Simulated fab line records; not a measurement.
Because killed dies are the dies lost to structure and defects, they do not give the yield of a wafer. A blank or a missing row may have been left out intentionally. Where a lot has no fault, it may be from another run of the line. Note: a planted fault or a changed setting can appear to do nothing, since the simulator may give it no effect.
Which tool is to blame? + flow sky130 + 7 lots, 21 wafers sampled, at 2 steps of a route of 708

## WHAT THE GAUGES READ, wafer by wafer
SKY_VIA3_BOW_MEAS_03.
| lot  | measured     | on           | VIA3_BOW (um) |
|------|--------------|--------------|---------------|
| L641 | day 39 21:48 | filmMetro-02 | 94 85 83      |
| L643 | day 40 10:35 | filmMetro-02 | 109 86 79     |
| L646 | day 41 06:20 | filmMetro-04 | 100 93 94     |
| L652 | day 42 18:39 | filmMetro-04 | 89 79 75      |
| L654 | day 43 16:32 | filmMetro-04 | 74 75 84      |
| L661 | day 45 12:14 | filmMetro-02 | 84 90 101     |
| L662 | day 45 19:17 | filmMetro-02 | 79 85 90      |

## EACH LOT AND THE TOOL THAT RAN IT (in order: tool; ch and the chambers of the sampled wafers; start)
| lot  | SKY_METAL3_ETCH_16               |
|------|----------------------------------|
| L641 | rieMetal-01 ch 1, day 39 20:20   |
| L643 | rieMetal-02 ch 1, day 40 09:04   |
| L646 | rieMetal-02 ch 0,1, day 41 04:52 |
| L652 | rieMetal-04 ch 0,1, day 42 17:13 |
| L654 | rieMetal-04 ch 0,1, day 43 15:08 |
| L661 | rieMetal-04 ch 0, day 45 10:43   |
| L662 | rieMetal-02 ch 0,1, day 45 17:31 |
- SKY_METAL3_ETCH_16: etches BARC in N2/H2, stops on SiO2, time 88.2 s, target depth 60 nm.

## THE ANSWER, worked out from the rows above alone
Rule: what is usual is taken from the lots themselves. Put in order of their means at a reading, lots are off if they are a third of the lots or fewer, leave a main group of 4 or more, and stand apart from it by a gap of 3 or more times the standard deviation of the main group's means; of several such gaps the widest counts. A main group whose means are all the same, to the digits that the tables above print for the reading, isn't used. Also off: a lot with no number at a reading for which 4 or more lots have one. All remaining lots with rows at the step are treated as sound.
None of the lots is off at any reading shown; this tells nothing.

## WHAT HAD BEEN PUT IN BY THE SIMULATOR
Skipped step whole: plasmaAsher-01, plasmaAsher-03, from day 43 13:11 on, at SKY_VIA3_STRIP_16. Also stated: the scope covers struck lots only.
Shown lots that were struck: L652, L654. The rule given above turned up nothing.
